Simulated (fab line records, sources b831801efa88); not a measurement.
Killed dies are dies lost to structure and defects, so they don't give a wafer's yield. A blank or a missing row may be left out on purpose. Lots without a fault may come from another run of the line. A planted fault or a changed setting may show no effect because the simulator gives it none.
A struck lot beside a sound one | flow sky130 | 35 steps out of a route of 708
Sound: wafers L806.2, L806.3, L806.5. Struck: wafers L807.2, L807.5. (L807.4 of the same lot was not struck and is left out.) The cause comes at the end.
At each step with rows: each side's tool, then ch and its chambers, then its first start. Under that, the readings that differ: sound wafers | struck wafers | difference of the means | sigmas: that difference in standard deviations of wafers without a fault.
alike: readings whose means differ by less than 2 such deviations, and words and numbers that are the same on both sides. not compared: withheld readings, readings that some wafer has no value for, bounds like >300 that may hide the same value, and numbers for which the record gives no deviation and whose values overlap.
The two part at a step that has a row with sigmas, a row that says differs or no value, or rows on one side only. Numbers that don't overlap but have no deviation are shown without sigmas and don't part them. A reading that every wafer of one side lacks parts them only if that side has two wafers or more.

first, 10 steps without rows for these wafers: SKY_VIA1_STRIP_17 (strips in post etch residue remover, time 1200 s); SKY_VIA1_CLEAN_18 (cleans in IPA, time 180 s); SKY_VIA1_CLEAN_19 (cleans in O3/DIW); SKY_VIA1_SPUTTER_20 (material TiN, target thk 20 nm, time 80 s); SKY_VIA1_CVD_21 (deposits W, target thk 270 nm, time 80.902 s); SKY_VIA1_CMP_24 (polishes, stops on SiO2, t overpolish 15 s, target thk 0 nm); SKY_METAL2_SPUTTER_00 (material Ti, target thk 15 nm, time 10 s); SKY_METAL2_SPUTTER_01 (material TiN, target thk 20 nm, time 16.7 s); SKY_METAL2_SPUTTER_02 (material AlCu, target thk 250 nm, time 13.3 s); SKY_METAL2_SPUTTER_03 (material Ti, target thk 5 nm, time 3.3 s).
SKY_METAL2_SPUTTER_04: material TiN, target thk 70 nm, time 58.3 s.
  sound on pvd_sputter-02, day 39 02:37; struck on pvd_sputter-04, day 39 05:29
  alike: cathode_dc_power_W, throttle_valve_pct
then, 23 steps without rows for these wafers: SKY_METAL2_DEHYDRATE_07 (time 60 s); SKY_METAL2_HMDS_08 (prime time 60 s); SKY_METAL2_COAT_09 (resist thk 60 nm); SKY_METAL2_COAT_10 (resist thk 450 nm); SKY_METAL2_SOFTBAKE_11 (time 90 s); SKY_METAL2_EXPOSE_12 (exposes mask MM2, target cd 140 nm); SKY_METAL2_PEB_13; SKY_METAL2_DEVELOP_14 (develop time 60 s); SKY_METAL2_DESCUM_17 (chemistry O2, time 8 s); SKY_METAL2_ETCH_18 (etches BARC in N2/H2, stops on SiO2, time 45.9 s, target depth 60 nm); SKY_METAL2_METAL_ETCH_19 (etches the open film in Cl2/BCl3, stops on SiO2, target depth 360 nm, time 78 s); SKY_METAL2_STRIP_20 (strips in O2/N2); SKY_METAL2_STRIP_21 (strips in post etch residue remover, time 1200 s); SKY_METAL2_CLEAN_22 (cleans in IPA, time 180 s); SKY_METAL2_CLEAN_23 (cleans in O3/DIW); SKY_VIA2_HDPCVD_00 (deposits SiO2, target thk 1180 nm, time 196.7 s); SKY_VIA2_CMP_02 (polishes SiO2); SKY_VIA2_DEHYDRATE_04 (time 60 s); SKY_VIA2_HMDS_05 (prime time 60 s); SKY_VIA2_COAT_06 (resist thk 60 nm); SKY_VIA2_COAT_07 (resist thk 450 nm); SKY_VIA2_SOFTBAKE_08 (time 90 s); SKY_VIA2_EXPOSE_09 (exposes mask VIM2, target cd 200 nm).
-- the record jumps here: 11 days lie between the struck wafers' starts before and after (it left off in module VIA2 and takes up again in module PAD_OPEN, whose first step shown is number 708 of the route) --
SKY_PAD_OPEN_PROBE_99:
  sound on prober-01, day 49 15:41; struck on prober-02, day 49 17:38
  reading                               | sound              | struck      | difference | sigmas
  defect_limited_yield (%)              | 87.8 82.7 83.9     | 73.0 71.7   | -12.5      | -6
  killed_at_M0_to_M3                    | 39 38 40           | 94 104      | +60        | +8
  killed_dies                           | 60 85 79           | 133 139     | +61        | +6
  sort_bin_3_pad_short (%)              | 0.6 1.0 0.8        | 3.9 3.5     | +2.9       | +7
  sort_bin_5_function (%)               | 7.1 9.3 10.0       | 16.5 17.7   | +8.3       | +5
  sort_n_pass                           | 432 407 413        | 359 353     | -61        | -6
  sort_yield_pct (%)                    | 87.8 82.7 83.9     | 73.0 71.7   | -12.5      | -6
  model.etest.tester.sort_n_pass        | 432 407 413        | 359 353     | -61        |
  model.etest.tester.sort_yield_pct (%) | 87.8 82.72 83.94   | 72.97 71.75 | -12.46     |
  model.etest.tester.sort_bin_5_pct (%) | 7.114 9.35 9.959   | 16.46 17.68 | +8.26      |
  model.etest.tester.sort_bin_3_pct (%) | 0.6098 1.016 0.813 | 3.862 3.455 | +2.846     |
  alike: killed_at_M4_up, killed_at_contacts, killed_at_front_end, killed_at_other, killed_open, killed_short, sort_bin_6_memory

WHERE THEY PART
Only at SKY_PAD_OPEN_PROBE_99, within this record.

WHY: what the simulator had put in
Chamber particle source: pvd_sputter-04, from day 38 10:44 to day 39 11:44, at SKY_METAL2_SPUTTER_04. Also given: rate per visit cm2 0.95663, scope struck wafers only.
